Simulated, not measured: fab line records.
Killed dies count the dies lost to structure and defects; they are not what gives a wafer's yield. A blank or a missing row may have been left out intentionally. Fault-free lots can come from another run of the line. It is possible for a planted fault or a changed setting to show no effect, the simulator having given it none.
8D (eight disciplines) problem report, filled in by code    flow sfq-line    the parts of the form that need people (team, actions taken, sign-off) are left out

== 1. WHAT IS WRONG ==
oes-product-au at SFQ_TRILAYER_C5_ETCH_VIA_ETCH_154 reads a mean of 1.006 a.u. on 2 wafers of 2 lots; wafers without a fault read 0.893 a.u. with a standard deviation of 0.0082. That puts it +14 standard deviations away from the usual mean.
The step: etches SiO2 in CHF3, stops on Nb, target depth 84 nm.
Earliest sighting: wafer L838.6 on rie-diel-03 at day 77 02:32. The record has a number at this step for 42 wafers belonging to 14 lots. Rule for "out", or "out of limits": more than 4 standard deviations from the usual mean. Any other wafer with a number is counted as sound.

== 2. WHAT IT IS, WHAT IT ISN'T ==
question                     is                 is not
which readings at this step  oes-product-au     bias-w, drypump-motor-current-A, rf-fwd-power-W
which lots                   L838, L843         L832, L833, L834, L841, L845, L849, L850, L851, L852, L853, L854, L855
which wafers of those lots   L838.6, L843.6     L838.1, L838.3, L843.3, L843.5
read on which tools          rie-diel-03        rie-diel-02, rie-diel-04
when                         from day 77 02:32  up to then (11 sound wafers); but 29 sound wafers of L841, L843, L845, L849, L850, L851, L852, L853, L854, L855 came after

== 3. WHAT RULES OUT EACH SUSPECT ==
Counting: a tool at a process step up to the reading stays a suspect if it ran every lot that is out. Sound lots after the first of them don't rule it out here, since some wafers of a struck lot are sound.
- pecvd-03 at SFQ_TRILAYER_A5C_DEP_PECVD_142 (deposits SiO2 from SiH4/N2O, time 15.556 s, target thk 70 nm): kept. It processed each lot that is out (first: L838, day 72 07:58); up to then, its last sound lot is L834 (day 69 16:33).
- rie-diel-03 at SFQ_TRILAYER_C5_ETCH_VIA_ETCH_154 (etches SiO2 in CHF3, stops on Nb, target depth 84 nm): kept. It ran every lot that is out, first L838 (day 77 02:32). Out on those wafers are its own readings of oes-product-au.
What counting leaves: pecvd-03 at SFQ_TRILAYER_A5C_DEP_PECVD_142 and rie-diel-03 at SFQ_TRILAYER_C5_ETCH_VIA_ETCH_154.

== 4. THE CAUSE (what the simulator had put in) ==
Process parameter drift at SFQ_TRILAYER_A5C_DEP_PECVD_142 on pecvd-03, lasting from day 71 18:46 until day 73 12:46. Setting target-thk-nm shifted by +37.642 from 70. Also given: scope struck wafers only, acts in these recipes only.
Counting leaves 2 suspects; this tool is one of them.

== 5. SEQUENCE OF EFFECTS, ordered by route ==
Each row: a reading whose mean over the struck wafers that have a number lies more than 3 standard deviations from the usual. Only readings whose record carries a usual standard deviation are examined. hours: median over the lots of the time between each lot's start at the first step of this table that gives one and its start at this step. sigmas: the change, counted in usual standard deviations.
hours  step                               reading         usual       on struck wafers  change  sigmas
0      SFQ_TRILAYER_C5_ETCH_VIA_ETCH_154  oes-product-au  0.893 a.u.  1.006             +0.113  +14
Here are the process steps it includes:
- SFQ_TRILAYER_C5_ETCH_VIA_ETCH_154: etches SiO2 in CHF3, stops on Nb, target depth 84 nm.

== 6. HOW IT WOULD HAVE BEEN CAUGHT EARLIER ==
128 hours passed between the start of the fault at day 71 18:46 and the first reading out of limits in this record, taken at day 77 02:32.
Tool readings at SFQ_TRILAYER_A5C_DEP_PECVD_142 with a usual standard deviation given in the record: none out on any struck wafer, hence no alarm at a limit of 4 standard deviations on them.
Lots out: 2; all had begun SFQ_TRILAYER_A5C_DEP_PECVD_142 on pecvd-03 by day 77 02:32. Holding the tool at that point would not have protected any of them.
